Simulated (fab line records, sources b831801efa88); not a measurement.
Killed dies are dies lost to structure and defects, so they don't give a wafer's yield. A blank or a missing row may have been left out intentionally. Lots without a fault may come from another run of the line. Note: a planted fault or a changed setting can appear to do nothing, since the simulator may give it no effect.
fab line records || flow gf180mcu || part 2 of 2: steps 26 to 35 of 35
record: {"lots": 5, "wafers": 15, "last_day": 33}
route steps=602 shown DUAL_GATE@146 POLY_GATE@157 HV_LDD@176
lots that met no fault: from a run of the same line without faults
start_h: the number of hours between the record's first day and the start of the first shown wafer of the lot || wait_h: hours since the lot's step before || " identical to the entry in the row above || L1.1+2: one row covering several wafers at once || - either no value or no given start || * or withheld: withheld || < > ~ a bound
route shown NAME@n: NAME is a module with steps in the file, n the number in the route of the first one || usual: mean/standard deviation of fault-free wafers || same: alike in all rows || chamber/n: place in a boat || sites: each site's reading || _std_site: the standard deviation of these || _edge_site: outer sites' mean less inner sites' || radius_mm: for every site, how far away it sits from the centre of the wafer || mask NAME#n: copy n || behind: the tool/chamber that last shaped the wafer || hold: the reason the lot was held/the length of the hold in hours/how it ended || device: names the non-switching transistor (n, p or np) || end of line: tests of these same wafers at the route's end || a step given without rows: its recipe and nothing more || killed: count of dies lost to structure and defects at first sort (not the wafer's yield) || map: the dies of a wafer, with x for killed, . for not killed, _ for no die there
set.NAME: the setting the step ran with; set.NAME@STEP: the setting that earlier step ran with || model.NAME: the simulator's own value behind a step, which no gauge read
lots seen at some steps along the route; tables by step, rows by wafer
services: the hour from which a tool's chamber was out of use, counted from the record's first day as start_h (under 0 if before that day), plus the number of hours and why
== steps ==
step: GF_POLY_GATE_STRIP_14
recipe: {"chemistry": "O2/N2", "power_w": 1400, "pressure_mtorr": 1500, "platen_temp_c": 250, "o2_flow_sccm": 3000, "n2_flow_sccm": 300, "overash_fraction": 0.5}
usual: {"chamber_pressure_mTorr": "1499.9/1.3", "drypump_motor_current_A": "5.7/0.39", "heater_power_w": "328/37", "oes_product_au": "0.504/0.0045"}
{"lot.wafer": "L077.3", "tool": "plasma_asher-04", "chamber": 0, "start_h": 219.98, "wait_h": 0.1, "chamber_pressure_mTorr": 1498.9, "drypump_motor_current_A": 5.2, "heater_power_w": 315, "oes_product_au": 0.512, "rf_hours_counter_h": "-"}
{"lot.wafer": "L077.5", "tool": "plasma_asher-04", "chamber": 0, "start_h": 219.98, "wait_h": 0.1, "chamber_pressure_mTorr": 1498.4, "drypump_motor_current_A": 5.2, "heater_power_w": 322, "oes_product_au": 0.499, "rf_hours_counter_h": "-"}
{"lot.wafer": "L077.6", "tool": "plasma_asher-04", "chamber": 1, "start_h": 219.98, "wait_h": 0.1, "chamber_pressure_mTorr": 1499.3, "drypump_motor_current_A": 5.8, "heater_power_w": 280, "oes_product_au": 0.502, "rf_hours_counter_h": "-"}
{"lot.wafer": "L079.1", "tool": "plasma_asher-02", "chamber": 0, "start_h": 233.49, "wait_h": 0.0, "chamber_pressure_mTorr": 1502.7, "drypump_motor_current_A": 5.7, "heater_power_w": 322, "oes_product_au": 0.506, "rf_hours_counter_h": 46}
{"lot.wafer": "L079.3", "tool": "plasma_asher-02", "chamber": 0, "start_h": 233.49, "wait_h": 0.0, "chamber_pressure_mTorr": 1499.0, "drypump_motor_current_A": 5.7, "heater_power_w": 327, "oes_product_au": 0.500, "rf_hours_counter_h": "-"}
{"lot.wafer": "L079.5", "tool": "plasma_asher-02", "chamber": 1, "start_h": 233.49, "wait_h": 0.0, "chamber_pressure_mTorr": 1498.3, "drypump_motor_current_A": 5.5, "heater_power_w": 391, "oes_product_au": 0.503, "rf_hours_counter_h": "-"}
{"lot.wafer": "L086.2", "tool": "plasma_asher-02", "chamber": 1, "start_h": 281.97, "wait_h": 0.0, "chamber_pressure_mTorr": 1499.9, "drypump_motor_current_A": 5.5, "heater_power_w": 378, "oes_product_au": 0.502, "rf_hours_counter_h": 51}
{"lot.wafer": "L086.5", "tool": "plasma_asher-02", "chamber": 0, "start_h": 281.97, "wait_h": 0.0, "chamber_pressure_mTorr": 1498.9, "drypump_motor_current_A": 5.7, "heater_power_w": 325, "oes_product_au": 0.502, "rf_hours_counter_h": "-"}
{"lot.wafer": "L086.6", "tool": "plasma_asher-02", "chamber": 1, "start_h": 281.97, "wait_h": 0.0, "chamber_pressure_mTorr": 1501.5, "drypump_motor_current_A": 5.5, "heater_power_w": 390, "oes_product_au": 0.505, "rf_hours_counter_h": "-"}
{"lot.wafer": "L093.1", "tool": "plasma_asher-01", "chamber": 0, "start_h": 334.52, "wait_h": 0.0, "chamber_pressure_mTorr": 1497.2, "drypump_motor_current_A": 6.5, "heater_power_w": 370, "oes_product_au": 0.506, "rf_hours_counter_h": 69}
{"lot.wafer": "L093.5", "tool": "plasma_asher-01", "chamber": 0, "start_h": 334.52, "wait_h": 0.0, "chamber_pressure_mTorr": 1500.1, "drypump_motor_current_A": 6.5, "heater_power_w": 367, "oes_product_au": 0.502, "rf_hours_counter_h": "-"}
{"lot.wafer": "L093.6", "tool": "plasma_asher-01", "chamber": 1, "start_h": 334.52, "wait_h": 0.0, "chamber_pressure_mTorr": 1499.8, "drypump_motor_current_A": 5.8, "heater_power_w": 311, "oes_product_au": 0.509, "rf_hours_counter_h": "-"}
{"lot.wafer": "L094.3", "tool": "plasma_asher-02", "chamber": 1, "start_h": 338.50, "wait_h": 0.1, "chamber_pressure_mTorr": 1499.6, "drypump_motor_current_A": 5.5, "heater_power_w": 378, "oes_product_au": 0.503, "rf_hours_counter_h": "-"}
{"lot.wafer": "L094.4", "tool": "plasma_asher-02", "chamber": 0, "start_h": 338.50, "wait_h": 0.1, "chamber_pressure_mTorr": 1501.1, "drypump_motor_current_A": 5.7, "heater_power_w": 328, "oes_product_au": 0.508, "rf_hours_counter_h": "-"}
{"lot.wafer": "L094.6", "tool": "plasma_asher-02", "chamber": 1, "start_h": 338.50, "wait_h": 0.1, "chamber_pressure_mTorr": 1499.9, "drypump_motor_current_A": 5.5, "heater_power_w": 382, "oes_product_au": 0.504, "rf_hours_counter_h": "-"}
step: GF_POLY_GATE_CLEAN_15
recipe: {"chemistry": "SC1/SC2", "mix": "1:4:20", "temp_c": 70, "time_s": 150, "dry": "n2_spin"}
{"lot.wafer": "L077.3+5+6", "tool": "wet_bench-02", "chamber": 3, "start_h": 220.04, "wait_h": 0.0}
{"lot.wafer": "L079.1+3+5", "tool": "wet_bench-04", "chamber": 3, "start_h": 233.59, "wait_h": 0.1}
{"lot.wafer": "L086.2+5+6", "tool": "wet_bench-04", "chamber": 2, "start_h": 282.07, "wait_h": 0.1}
{"lot.wafer": "L093.1+5+6", "tool": "wet_bench-02", "chamber": 0, "start_h": 334.62, "wait_h": 0.1}
{"lot.wafer": "L094.3+4+6", "tool": "wet_bench-04", "chamber": 3, "start_h": 338.57, "wait_h": 0.0}
step: GF_POLY_GATE_OXIDATION_16
recipe: {"temp_c": 850, "ambient": "O2", "stabilise_s": 600, "purge_s": 300, "target_thk_a": 40, "ox_time_s": 899}
usual: {"ox_temp_c": "850.0/0.33", "zone_power_top_pct": "31.7/1.1", "zone_power_upper_pct": "16.5/0.43"}
{"lot.wafer": "L077.3", "tool": "furnace-01", "chamber": 0, "start_h": 220.09, "wait_h": 0.0, "ox_temp_c": 849.2, "zone_power_top_pct": 30.9, "zone_power_upper_pct": 16.8}
{"lot.wafer": "L077.5", "tool": "furnace-01", "chamber": 0, "start_h": 220.09, "wait_h": 0.0, "ox_temp_c": 849.4, "zone_power_top_pct": 31.2, "zone_power_upper_pct": 16.9}
{"lot.wafer": "L077.6", "tool": "furnace-01", "chamber": 0, "start_h": 220.09, "wait_h": 0.0, "ox_temp_c": 850.2, "zone_power_top_pct": 31.2, "zone_power_upper_pct": 16.7}
{"lot.wafer": "L079.1", "tool": "furnace-01", "chamber": 0, "start_h": 233.64, "wait_h": 0.0, "ox_temp_c": 849.8, "zone_power_top_pct": 31.5, "zone_power_upper_pct": 16.8}
{"lot.wafer": "L079.3", "tool": "furnace-01", "chamber": 0, "start_h": 233.64, "wait_h": 0.0, "ox_temp_c": 849.9, "zone_power_top_pct": 31.5, "zone_power_upper_pct": 17.1}
{"lot.wafer": "L079.5", "tool": "furnace-01", "chamber": 0, "start_h": 233.64, "wait_h": 0.0, "ox_temp_c": 849.6, "zone_power_top_pct": 31.5, "zone_power_upper_pct": 16.5}
{"lot.wafer": "L086.2", "tool": "furnace-02", "chamber": 0, "start_h": 282.73, "wait_h": 0.6, "ox_temp_c": 850.0, "zone_power_top_pct": 33.8, "zone_power_upper_pct": 16.2}
{"lot.wafer": "L086.5", "tool": "furnace-02", "chamber": 0, "start_h": 282.73, "wait_h": 0.6, "ox_temp_c": 850.5, "zone_power_top_pct": 33.2, "zone_power_upper_pct": 16.0}
{"lot.wafer": "L086.6", "tool": "furnace-02", "chamber": 0, "start_h": 282.73, "wait_h": 0.6, "ox_temp_c": 850.3, "zone_power_top_pct": 33.3, "zone_power_upper_pct": 15.8}
{"lot.wafer": "L093.1", "tool": "furnace-01", "chamber": 0, "start_h": 334.67, "wait_h": 0.0, "ox_temp_c": 850.1, "zone_power_top_pct": 31.2, "zone_power_upper_pct": 16.7}
{"lot.wafer": "L093.5", "tool": "furnace-01", "chamber": 0, "start_h": 334.67, "wait_h": 0.0, "ox_temp_c": 849.9, "zone_power_top_pct": 30.8, "zone_power_upper_pct": 16.7}
{"lot.wafer": "L093.6", "tool": "furnace-01", "chamber": 0, "start_h": 334.67, "wait_h": 0.0, "ox_temp_c": 849.8, "zone_power_top_pct": 31.0, "zone_power_upper_pct": 16.7}
{"lot.wafer": "L094.3", "tool": "furnace-01", "chamber": 0, "start_h": 338.67, "wait_h": 0.0, "ox_temp_c": 850.5, "zone_power_top_pct": 31.5, "zone_power_upper_pct": 16.8}
{"lot.wafer": "L094.4", "tool": "furnace-01", "chamber": 0, "start_h": 338.67, "wait_h": 0.0, "ox_temp_c": 850.1, "zone_power_top_pct": 31.0, "zone_power_upper_pct": 16.5}
{"lot.wafer": "L094.6", "tool": "furnace-01", "chamber": 0, "start_h": 338.67, "wait_h": 0.0, "ox_temp_c": 850.1, "zone_power_top_pct": 31.1, "zone_power_upper_pct": 16.9}
step: GF_POLY_GATE_THK_MEAS_17
recipe: {"reads": "SiO2_of_POLY_GATE_OXIDATION_16"}
usual: {"POLY_GATE_OXIDATION_THK": "3.97/0.074"}
{"lot.wafer": "L077.3", "tool": "film_metro-04", "chamber": "-", "start_h": 221.36, "wait_h": 0.0, "POLY_GATE_OXIDATION_THK[nm]": 3.94}
{"lot.wafer": "L077.5", "tool": "film_metro-04", "chamber": "-", "start_h": 221.36, "wait_h": 0.0, "POLY_GATE_OXIDATION_THK[nm]": 4.00}
{"lot.wafer": "L077.6", "tool": "film_metro-04", "chamber": "-", "start_h": 221.36, "wait_h": 0.0, "POLY_GATE_OXIDATION_THK[nm]": 3.96}
{"lot.wafer": "L079.1", "tool": "film_metro-04", "chamber": "-", "start_h": 234.89, "wait_h": 0.0, "POLY_GATE_OXIDATION_THK[nm]": 4.03}
{"lot.wafer": "L079.3", "tool": "film_metro-04", "chamber": "-", "start_h": 234.89, "wait_h": 0.0, "POLY_GATE_OXIDATION_THK[nm]": 4.03}
{"lot.wafer": "L079.5", "tool": "film_metro-04", "chamber": "-", "start_h": 234.89, "wait_h": 0.0, "POLY_GATE_OXIDATION_THK[nm]": 4.01}
{"lot.wafer": "L086.2", "tool": "film_metro-01", "chamber": "-", "start_h": 283.99, "wait_h": 0.0, "POLY_GATE_OXIDATION_THK[nm]": 3.93}
{"lot.wafer": "L086.5", "tool": "film_metro-01", "chamber": "-", "start_h": 283.99, "wait_h": 0.0, "POLY_GATE_OXIDATION_THK[nm]": 3.95}
{"lot.wafer": "L086.6", "tool": "film_metro-01", "chamber": "-", "start_h": 283.99, "wait_h": 0.0, "POLY_GATE_OXIDATION_THK[nm]": 3.92}
{"lot.wafer": "L093.1", "tool": "film_metro-04", "chamber": "-", "start_h": 335.92, "wait_h": 0.0, "POLY_GATE_OXIDATION_THK[nm]": 4.06}
{"lot.wafer": "L093.5", "tool": "film_metro-04", "chamber": "-", "start_h": 335.92, "wait_h": 0.0, "POLY_GATE_OXIDATION_THK[nm]": 3.96}
{"lot.wafer": "L093.6", "tool": "film_metro-04", "chamber": "-", "start_h": 335.92, "wait_h": 0.0, "POLY_GATE_OXIDATION_THK[nm]": 3.94}
{"lot.wafer": "L094.3", "tool": "film_metro-03", "chamber": "-", "start_h": 339.94, "wait_h": 0.0, "POLY_GATE_OXIDATION_THK[nm]": 3.98}
{"lot.wafer": "L094.4", "tool": "film_metro-03", "chamber": "-", "start_h": 339.94, "wait_h": 0.0, "POLY_GATE_OXIDATION_THK[nm]": 3.92}
{"lot.wafer": "L094.6", "tool": "film_metro-03", "chamber": "-", "start_h": 339.94, "wait_h": 0.0, "POLY_GATE_OXIDATION_THK[nm]": 3.95}
step: GF_POLY_GATE_CD_MEAS_18
usual: {"cd_nm": "280.1/2"}
{"lot.wafer": "L077.3", "tool": "cd_sem-02", "chamber": "-", "start_h": 221.46, "wait_h": 0.1, "cd_nm": 274.3}
{"lot.wafer": "L077.5", "tool": "cd_sem-02", "chamber": "-", "start_h": 221.46, "wait_h": 0.1, "cd_nm": 277.9}
{"lot.wafer": "L077.6", "tool": "cd_sem-02", "chamber": "-", "start_h": 221.46, "wait_h": 0.1, "cd_nm": 275.1}
{"lot.wafer": "L079.1", "tool": "cd_sem-02", "chamber": "-", "start_h": 234.95, "wait_h": 0.1, "cd_nm": 283.1}
{"lot.wafer": "L079.3", "tool": "cd_sem-02", "chamber": "-", "start_h": 234.95, "wait_h": 0.1, "cd_nm": 282.0}
{"lot.wafer": "L079.5", "tool": "cd_sem-02", "chamber": "-", "start_h": 234.95, "wait_h": 0.1, "cd_nm": 281.1}
{"lot.wafer": "L086.2", "tool": "cd_sem-01", "chamber": "-", "start_h": 284.07, "wait_h": 0.1, "cd_nm": 278.8}
{"lot.wafer": "L086.5", "tool": "cd_sem-01", "chamber": "-", "start_h": 284.07, "wait_h": 0.1, "cd_nm": 279.8}
{"lot.wafer": "L086.6", "tool": "cd_sem-01", "chamber": "-", "start_h": 284.07, "wait_h": 0.1, "cd_nm": 281.6}
{"lot.wafer": "L093.1", "tool": "cd_sem-01", "chamber": "-", "start_h": 335.98, "wait_h": 0.1, "cd_nm": 279.4}
{"lot.wafer": "L093.5", "tool": "cd_sem-01", "chamber": "-", "start_h": 335.98, "wait_h": 0.1, "cd_nm": 279.5}
{"lot.wafer": "L093.6", "tool": "cd_sem-01", "chamber": "-", "start_h": 335.98, "wait_h": 0.1, "cd_nm": 279.4}
{"lot.wafer": "L094.3", "tool": "cd_sem-02", "chamber": "-", "start_h": 340.03, "wait_h": 0.1, "cd_nm": 278.6}
{"lot.wafer": "L094.4", "tool": "cd_sem-02", "chamber": "-", "start_h": 340.03, "wait_h": 0.1, "cd_nm": 281.9}
{"lot.wafer": "L094.6", "tool": "cd_sem-02", "chamber": "-", "start_h": 340.03, "wait_h": 0.1, "cd_nm": 279.4}
step: GF_HV_LDD_DEHYDRATE_00
recipe: {"temp_c": 200, "time_s": 60}
usual: {"exhaust_pa": "45.1/0.92"}
{"lot.wafer": "L077.3", "tool": "litho_track-03", "chamber": 0, "start_h": 229.74, "wait_h": 8.3, "exhaust_pa": 44.8}
{"lot.wafer": "L077.5", "tool": "litho_track-03", "chamber": 0, "start_h": 229.74, "wait_h": 8.3, "exhaust_pa": 45.9}
{"lot.wafer": "L077.6", "tool": "litho_track-03", "chamber": 0, "start_h": 229.74, "wait_h": 8.3, "exhaust_pa": 44.4}
{"lot.wafer": "L079.1", "tool": "litho_track-03", "chamber": 0, "start_h": 243.74, "wait_h": 8.8, "exhaust_pa": 46.9}
{"lot.wafer": "L079.3", "tool": "litho_track-03", "chamber": 0, "start_h": 243.74, "wait_h": 8.8, "exhaust_pa": 46.6}
{"lot.wafer": "L079.5", "tool": "litho_track-03", "chamber": 0, "start_h": 243.74, "wait_h": 8.8, "exhaust_pa": 45.7}
{"lot.wafer": "L086.2", "tool": "litho_track-02", "chamber": 0, "start_h": 293.20, "wait_h": 9.1, "exhaust_pa": 44.4}
{"lot.wafer": "L086.5", "tool": "litho_track-02", "chamber": 0, "start_h": 293.20, "wait_h": 9.1, "exhaust_pa": 46.2}
{"lot.wafer": "L086.6", "tool": "litho_track-02", "chamber": 0, "start_h": 293.20, "wait_h": 9.1, "exhaust_pa": 45.5}
{"lot.wafer": "L093.1", "tool": "litho_track-03", "chamber": 0, "start_h": 346.94, "wait_h": 10.9, "exhaust_pa": 44.8}
{"lot.wafer": "L093.5", "tool": "litho_track-03", "chamber": 0, "start_h": 346.94, "wait_h": 10.9, "exhaust_pa": 45.9}
{"lot.wafer": "L093.6", "tool": "litho_track-03", "chamber": 0, "start_h": 346.94, "wait_h": 10.9, "exhaust_pa": 45.5}
{"lot.wafer": "L094.3", "tool": "litho_track-01", "chamber": 0, "start_h": 350.35, "wait_h": 10.3, "exhaust_pa": 45.2}
{"lot.wafer": "L094.4", "tool": "litho_track-01", "chamber": 0, "start_h": 350.35, "wait_h": 10.3, "exhaust_pa": 45.3}
{"lot.wafer": "L094.6", "tool": "litho_track-01", "chamber": 0, "start_h": 350.35, "wait_h": 10.3, "exhaust_pa": 44.4}
step: GF_HV_LDD_HMDS_01
recipe: {"prime_time_s": 60, "prime_temp_c": 120}
usual: {"exhaust_pa": "44.9/0.84"}
{"lot.wafer": "L077.3", "tool": "litho_track-03", "chamber": 0, "start_h": 229.89, "wait_h": 0.1, "exhaust_pa": 45.8}
{"lot.wafer": "L077.5", "tool": "litho_track-03", "chamber": 0, "start_h": 229.89, "wait_h": 0.1, "exhaust_pa": 45.0}
{"lot.wafer": "L077.6", "tool": "litho_track-03", "chamber": 0, "start_h": 229.89, "wait_h": 0.1, "exhaust_pa": 45.3}
{"lot.wafer": "L079.1", "tool": "litho_track-03", "chamber": 0, "start_h": 243.89, "wait_h": 0.1, "exhaust_pa": 45.1}
{"lot.wafer": "L079.3", "tool": "litho_track-03", "chamber": 0, "start_h": 243.89, "wait_h": 0.1, "exhaust_pa": 44.6}
{"lot.wafer": "L079.5", "tool": "litho_track-03", "chamber": 0, "start_h": 243.89, "wait_h": 0.1, "exhaust_pa": 44.7}
{"lot.wafer": "L086.2", "tool": "litho_track-02", "chamber": 0, "start_h": 293.35, "wait_h": 0.1, "exhaust_pa": 46.7}
{"lot.wafer": "L086.5", "tool": "litho_track-02", "chamber": 0, "start_h": 293.35, "wait_h": 0.1, "exhaust_pa": 45.6}
{"lot.wafer": "L086.6", "tool": "litho_track-02", "chamber": 0, "start_h": 293.35, "wait_h": 0.1, "exhaust_pa": 45.0}
{"lot.wafer": "L093.1", "tool": "litho_track-03", "chamber": 0, "start_h": 347.09, "wait_h": 0.1, "exhaust_pa": 43.9}
{"lot.wafer": "L093.5", "tool": "litho_track-03", "chamber": 0, "start_h": 347.09, "wait_h": 0.1, "exhaust_pa": 45.5}
{"lot.wafer": "L093.6", "tool": "litho_track-03", "chamber": 0, "start_h": 347.09, "wait_h": 0.1, "exhaust_pa": 45.9}
{"lot.wafer": "L094.3", "tool": "litho_track-01", "chamber": 0, "start_h": 350.50, "wait_h": 0.1, "exhaust_pa": 44.5}
{"lot.wafer": "L094.4", "tool": "litho_track-01", "chamber": 0, "start_h": 350.50, "wait_h": 0.1, "exhaust_pa": 44.7}
{"lot.wafer": "L094.6", "tool": "litho_track-01", "chamber": 0, "start_h": 350.50, "wait_h": 0.1, "exhaust_pa": 45.8}
step: GF_HV_LDD_COAT_02
recipe: {"resist": "NOVOLAK", "spin_rpm": 3000, "resist_thk_nm": 1000}
usual: {"exhaust_pa": "45.0/0.81"}
{"lot.wafer": "L077.3", "tool": "litho_track-03", "chamber": 0, "start_h": 230.04, "wait_h": 0.1, "exhaust_pa": 43.0}
{"lot.wafer": "L077.5", "tool": "litho_track-03", "chamber": 0, "start_h": 230.04, "wait_h": 0.1, "exhaust_pa": 44.3}
{"lot.wafer": "L077.6", "tool": "litho_track-03", "chamber": 0, "start_h": 230.04, "wait_h": 0.1, "exhaust_pa": 44.9}
{"lot.wafer": "L079.1", "tool": "litho_track-03", "chamber": 0, "start_h": 244.04, "wait_h": 0.1, "exhaust_pa": 45.0}
{"lot.wafer": "L079.3", "tool": "litho_track-03", "chamber": 0, "start_h": 244.04, "wait_h": 0.1, "exhaust_pa": 44.5}
{"lot.wafer": "L079.5", "tool": "litho_track-03", "chamber": 0, "start_h": 244.04, "wait_h": 0.1, "exhaust_pa": 43.8}
{"lot.wafer": "L086.2", "tool": "litho_track-02", "chamber": 0, "start_h": 293.50, "wait_h": 0.1, "exhaust_pa": 46.1}
{"lot.wafer": "L086.5", "tool": "litho_track-02", "chamber": 0, "start_h": 293.50, "wait_h": 0.1, "exhaust_pa": 46.0}
{"lot.wafer": "L086.6", "tool": "litho_track-02", "chamber": 0, "start_h": 293.50, "wait_h": 0.1, "exhaust_pa": 44.9}
{"lot.wafer": "L093.1", "tool": "litho_track-03", "chamber": 0, "start_h": 347.24, "wait_h": 0.1, "exhaust_pa": 44.4}
{"lot.wafer": "L093.5", "tool": "litho_track-03", "chamber": 0, "start_h": 347.24, "wait_h": 0.1, "exhaust_pa": 44.2}
{"lot.wafer": "L093.6", "tool": "litho_track-03", "chamber": 0, "start_h": 347.24, "wait_h": 0.1, "exhaust_pa": 45.1}
{"lot.wafer": "L094.3", "tool": "litho_track-01", "chamber": 0, "start_h": 350.65, "wait_h": 0.1, "exhaust_pa": 45.9}
{"lot.wafer": "L094.4", "tool": "litho_track-01", "chamber": 0, "start_h": 350.65, "wait_h": 0.1, "exhaust_pa": 44.3}
{"lot.wafer": "L094.6", "tool": "litho_track-01", "chamber": 0, "start_h": 350.65, "wait_h": 0.1, "exhaust_pa": 45.5}
step: GF_HV_LDD_SOFTBAKE_03
recipe: {"temp_c": 90, "time_s": 60, "resist": "NOVOLAK"}
usual: {"exhaust_pa": "45.2/0.89"}
{"lot.wafer": "L077.3", "tool": "litho_track-03", "chamber": 0, "start_h": 230.19, "wait_h": 0.1, "exhaust_pa": 45.1}
{"lot.wafer": "L077.5", "tool": "litho_track-03", "chamber": 0, "start_h": 230.19, "wait_h": 0.1, "exhaust_pa": 44.5}
{"lot.wafer": "L077.6", "tool": "litho_track-03", "chamber": 0, "start_h": 230.19, "wait_h": 0.1, "exhaust_pa": 43.6}
{"lot.wafer": "L079.1", "tool": "litho_track-03", "chamber": 0, "start_h": 244.19, "wait_h": 0.1, "exhaust_pa": 46.0}
{"lot.wafer": "L079.3", "tool": "litho_track-03", "chamber": 0, "start_h": 244.19, "wait_h": 0.1, "exhaust_pa": 44.3}
{"lot.wafer": "L079.5", "tool": "litho_track-03", "chamber": 0, "start_h": 244.19, "wait_h": 0.1, "exhaust_pa": 44.0}
{"lot.wafer": "L086.2", "tool": "litho_track-02", "chamber": 0, "start_h": 293.65, "wait_h": 0.1, "exhaust_pa": 46.2}
{"lot.wafer": "L086.5", "tool": "litho_track-02", "chamber": 0, "start_h": 293.65, "wait_h": 0.1, "exhaust_pa": 44.5}
{"lot.wafer": "L086.6", "tool": "litho_track-02", "chamber": 0, "start_h": 293.65, "wait_h": 0.1, "exhaust_pa": 45.1}
{"lot.wafer": "L093.1", "tool": "litho_track-03", "chamber": 0, "start_h": 347.39, "wait_h": 0.1, "exhaust_pa": 44.2}
{"lot.wafer": "L093.5", "tool": "litho_track-03", "chamber": 0, "start_h": 347.39, "wait_h": 0.1, "exhaust_pa": 45.1}
{"lot.wafer": "L093.6", "tool": "litho_track-03", "chamber": 0, "start_h": 347.39, "wait_h": 0.1, "exhaust_pa": 43.9}
{"lot.wafer": "L094.3", "tool": "litho_track-01", "chamber": 0, "start_h": 350.80, "wait_h": 0.1, "exhaust_pa": 46.3}
{"lot.wafer": "L094.4", "tool": "litho_track-01", "chamber": 0, "start_h": 350.80, "wait_h": 0.1, "exhaust_pa": 45.6}
{"lot.wafer": "L094.6", "tool": "litho_track-01", "chamber": 0, "start_h": 350.80, "wait_h": 0.1, "exhaust_pa": 47.6}
step: GF_HV_LDD_EXPOSE_04
recipe: {"mask_id": "Nplus_LV_AREA", "target_cd_nm": 400, "na": 0.6, "source_shape": "conventional", "sigma_outer": 0.6, "dose_mj": 140}
{"lot.wafer": "L077.3+5+6", "tool": "iline_stepper-02", "chamber": 0, "start_h": "-", "wait_h": "-", "mask": "Nplus_LV_AREA#0"}
{"lot.wafer": "L079.1+3+5", "tool": "iline_stepper-02", "chamber": 0, "start_h": "-", "wait_h": "-", "mask": "Nplus_LV_AREA#0"}
{"lot.wafer": "L086.2+5+6", "tool": "iline_stepper-02", "chamber": 0, "start_h": "-", "wait_h": "-", "mask": "Nplus_LV_AREA#0"}
{"lot.wafer": "L093.1+5+6", "tool": "iline_stepper-02", "chamber": 0, "start_h": "-", "wait_h": "-", "mask": "Nplus_LV_AREA#0"}
{"lot.wafer": "L094.3+4+6", "tool": "iline_stepper-01", "chamber": 0, "start_h": "-", "wait_h": "-", "mask": "Nplus_LV_AREA#0"}
== services ==
{"tool": "krf_scanner-01", "chamber": "-", "start_h": 165.37, "hours": 1.0, "kind": "pm"}
{"tool": "rie_diel-01", "chamber": 1, "start_h": 182.34, "hours": 17.5, "kind": "repair"}
{"tool": "furnace-02", "chamber": "-", "start_h": 188.12, "hours": 4.1, "kind": "pm"}
{"tool": "wet_bench-02", "chamber": "-", "start_h": 189.91, "hours": 1.9, "kind": "pm"}
{"tool": "krf_scanner-02", "chamber": "-", "start_h": 194.65, "hours": 0.8, "kind": "pm"}
{"tool": "rie_diel-02", "chamber": 3, "start_h": 196.03, "hours": 21.0, "kind": "repair"}
{"tool": "rie_diel-02", "chamber": 2, "start_h": 196.67, "hours": 48.9, "kind": "repair"}
{"tool": "rie_si-01", "chamber": "-", "start_h": 199.25, "hours": 2.8, "kind": "pm"}
{"tool": "furnace-02", "chamber": "-", "start_h": 200.29, "hours": 3.6, "kind": "pm"}
{"tool": "rie_si-02", "chamber": "-", "start_h": 202.00, "hours": 2.8, "kind": "pm"}
{"tool": "krf_scanner-01", "chamber": "-", "start_h": 203.95, "hours": 1.3, "kind": "pm"}
{"tool": "rie_diel-02", "chamber": 0, "start_h": 211.10, "hours": 4.0, "kind": "repair"}
{"tool": "rie_si-02", "chamber": 3, "start_h": 218.75, "hours": 8.9, "kind": "repair"}
{"tool": "furnace-02", "chamber": "-", "start_h": 223.17, "hours": 3.7, "kind": "pm"}
{"tool": "rie_si-02", "chamber": "-", "start_h": 228.18, "hours": 0.1, "kind": "repair"}
{"tool": "iline_stepper-02", "chamber": "-", "start_h": 238.37, "hours": 3.2, "kind": "repair"}
{"tool": "rie_si-02", "chamber": 3, "start_h": 255.61, "hours": 7.3, "kind": "repair"}
{"tool": "iline_stepper-02", "chamber": "-", "start_h": 319.40, "hours": 2.1, "kind": "pm"}
{"tool": "rie_diel-01", "chamber": "-", "start_h": 319.90, "hours": 2.8, "kind": "pm"}
{"tool": "krf_scanner-01", "chamber": "-", "start_h": 322.90, "hours": 0.8, "kind": "pm"}
{"tool": "iline_stepper-02", "chamber": "-", "start_h": 327.23, "hours": 0.8, "kind": "pm"}
{"tool": "krf_scanner-01", "chamber": "-", "start_h": 334.37, "hours": 1.0, "kind": "pm"}
{"tool": "iline_stepper-02", "chamber": "-", "start_h": 339.98, "hours": 1.7, "kind": "pm"}
{"tool": "plasma_asher-02", "chamber": "-", "start_h": 340.45, "hours": 2.7, "kind": "repair"}
